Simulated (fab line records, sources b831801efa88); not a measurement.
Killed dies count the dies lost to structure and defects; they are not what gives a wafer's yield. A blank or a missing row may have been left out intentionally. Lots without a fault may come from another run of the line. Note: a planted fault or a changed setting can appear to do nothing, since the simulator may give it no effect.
A struck lot beside a sound one || flow sky130 || 43 out of 708 route steps
Sound: wafers L478.2, L478.3, L478.5. Struck: wafer L491.5 (L491.3, L491.6, from the same lot, were not struck and are left out); the cause is given at the end.
Per side, at each step with rows, come the tool, then ch with its chambers, and then its first start. Under that, the readings that differ: sound wafers || struck wafers || difference of the means || sigmas: that difference in standard deviations of wafers without a fault.
alike: words and numbers the same on both sides, and readings whose means are apart by under 2 such deviations; not compared: readings that were withheld, readings missing a value for some wafer, numbers with overlapping values and no deviation given by the record, and bounds like >300 which may hide the same value.
The two part at a step that has a row with sigmas, a row that says differs or no value, or rows on one side only. Non-overlapping numbers with no deviation appear without sigmas and do not part them. A reading that every wafer of one side lacks parts them only if that side has two wafers or more.

first, 2 steps without rows for these wafers: SKY_LOCAL_INTERCONNECT_PEB_09; SKY_LOCAL_INTERCONNECT_DEVELOP_10 (develop time 60 s).
SKY_LOCAL_INTERCONNECT_CD_MEAS_11 targets a cd of 170 nm.
  sound: cdSem-02 at day 30 10:47; struck: cdSem-02 at day 34 12:56
{"reading": "cdNm (nm)", "sound": "167.9 169.3 168.3", "struck": 172.1, "difference": "+3.6", "sigmas": "+2"}
SKY_LOCAL_INTERCONNECT_OVL_MEAS_12:
  sound: overlay-02 at day 30 10:54; struck: overlay-01 at day 34 13:02
  alike: LOCAL_INTERCONNECT_OVL
then, 2 steps without rows for these wafers: SKY_LOCAL_INTERCONNECT_ETCH_13 (etches BARC in N2/H2, stops on SiO2, time 45.9 s, target depth 60 nm); SKY_LOCAL_INTERCONNECT_METAL_ETCH_14 (etches TiN in Cl2/BCl3, stops on PSG, target depth 110 nm, time 31.4 s).
SKY_LOCAL_INTERCONNECT_STRIP_15: strips in O2/N2.
  sound on plasmaAsher-03 ch 0,1, day 30 11:02; struck on plasmaAsher-01 ch 1, day 34 13:12
{"reading": "drypumpMotorCurrentA (A)", "sound": "5.8 6.5 5.8", "struck": 5.2, "difference": -0.8, "sigmas": -2}
  alike: chamberPressureMTorr, o2FlowSccm, oesProductAu, stripTimeToEndpointS
  not compared: rfHoursCounterH
then, 4 steps without rows for these wafers: SKY_LOCAL_INTERCONNECT_STRIP_16 (strips in post etch residue remover, time 1200 s); SKY_LOCAL_INTERCONNECT_CLEAN_17 (cleans in IPA, time 180 s); SKY_LOCAL_INTERCONNECT_CLEAN_18 (cleans in O3/DIW); SKY_CONTACT_CVD_00 (deposits Si3N4, target thk 75 nm).
SKY_CONTACT_THK_MEAS_01:
  sound: filmMetro-01 at day 30 11:41; struck: filmMetro-04 at day 34 13:53
  alike: CONTACT_CVD_00_THK
SKY_CONTACT_HDPCVD_02: deposits SiO2, target thk 565 nm, time 94.2 s.
  sound on hdpcvd-01 ch 0,1,2, day 30 11:44; struck on hdpcvd-02 ch 2, day 34 13:55
  alike: susceptorTempC
SKY_CONTACT_THK_MEAS_03:
  sound: filmMetro-04 at day 30 11:49; struck: filmMetro-03 at day 34 14:01
{"reading": "CONTACT_HDPCVD_THK (nm)", "sound": "564 556 552", "struck": 573, "difference": "+16", "sigmas": "+2"}
SKY_CONTACT_CMP_04: polishes SiO2.
  sound on cmp-02 ch 0,1,3, day 30 11:58; struck on cmp-01 ch 0, day 34 14:12
  alike: motorCurrentA, timeToEndpointS
SKY_CONTACT_BOW_MEAS_05:
  sound: filmMetro-04 at day 30 12:11; struck: filmMetro-04 at day 34 14:23
  alike: CONTACT_BOW
then, 8 steps without rows for these wafers: SKY_CONTACT_DEHYDRATE_06 (time 60 s); SKY_CONTACT_HMDS_07 (prime time 60 s); SKY_CONTACT_COAT_08 (resist thk 60 nm); SKY_CONTACT_COAT_09 (resist thk 450 nm); SKY_CONTACT_SOFTBAKE_10 (time 90 s); SKY_CONTACT_EXPOSE_11 (exposes mask CTM1, target cd 170 nm); SKY_CONTACT_PEB_12; SKY_CONTACT_DEVELOP_13 (develop time 60 s).
SKY_CONTACT_CD_MEAS_14 targets a cd of 170 nm.
  sound: cdSem-02 at day 31 16:25; struck: cdSem-02 at day 35 16:02
  alike: cdNm
SKY_CONTACT_OVL_MEAS_15:
  sound: overlay-02 at day 31 16:31; struck: overlay-01 at day 35 16:08
  alike: CONTACT_OVL
then, 9 steps without rows for these wafers: SKY_CONTACT_ETCH_16 (etches BARC in N2/H2, stops on SiO2, time 45.9 s, target depth 60 nm); SKY_CONTACT_ETCH_17 (etches SiO2 in C4F8/O2/Ar, stops on Si3N4, target depth 340 nm); SKY_CONTACT_ETCH_18 (etches Si3N4 in CHF3/O2, stops on TiN, time 39 s, target depth 75 nm); SKY_CONTACT_STRIP_19 (strips in O2/N2); SKY_CONTACT_STRIP_20 (strips in post etch residue remover, time 1200 s); SKY_CONTACT_CLEAN_21 (cleans in IPA, time 180 s); SKY_CONTACT_CLEAN_22 (cleans in O3/DIW); SKY_CONTACT_SPUTTER_23 (material TiN, target thk 20 nm, time 80 s); SKY_CONTACT_CVD_24 (deposits W, target thk 340 nm, time 102.12 s).
SKY_CONTACT_RS_MEAS_25: the measuring method here is four-point-probe.
  sound: filmMetro-01 at day 31 17:34; struck: filmMetro-04 at day 35 17:05
{"reading": "CONTACT_W_RS (ohm/sq)", "sound": "0.339 0.339 0.345", "struck": 0.332, "difference": -0.009, "sigmas": -2}
SKY_CONTACT_THK_MEAS_26: measures by xrf.
  sound: filmMetro-01 at day 31 17:40; struck: filmMetro-04 at day 35 17:11
  alike: CONTACT_W_THK
then, 1 step without rows for these wafers: SKY_CONTACT_CMP_27 (polishes, stops on SiO2, t overpolish 15 s, target thk 0 nm).
SKY_METAL1_SPUTTER_00: material Ti, target thk 15 nm, time 10 s.
  sound: pvdSputter-01 at day 31 18:01; struck: pvdSputter-01 at day 35 17:32
  alike: throttleValvePct
SKY_METAL1_SPUTTER_01: material TiN, target thk 20 nm, time 16.7 s.
  sound: pvdSputter-01 at day 31 18:03; struck: pvdSputter-01 at day 35 17:33
  alike: throttleValvePct
SKY_METAL1_SPUTTER_02: material AlCu, target thk 250 nm, time 13.3 s.
  sound: pvdSputter-01 at day 31 18:04; struck: pvdSputter-01 at day 35 17:34
  alike: throttleValvePct
then, 1 step without rows for these wafers: SKY_METAL1_SPUTTER_03 (material Ti, target thk 5 nm, time 3.3 s).
-- the record jumps here: 13 days lie between the struck wafers' starts before and after (it left off in module METAL1 and takes up again in module PAD_OPEN, whose first step shown is number 708 of the route) --
SKY_PAD_OPEN_PROBE_99:
  rows exist in the record for the struck wafers here (prober-02, day 48 22:23), but not for the sound ones

== WHERE THEY PART ==
First at SKY_LOCAL_INTERCONNECT_CD_MEAS_11; last, within this record, at SKY_PAD_OPEN_PROBE_99.

WHY: what the simulator had put in
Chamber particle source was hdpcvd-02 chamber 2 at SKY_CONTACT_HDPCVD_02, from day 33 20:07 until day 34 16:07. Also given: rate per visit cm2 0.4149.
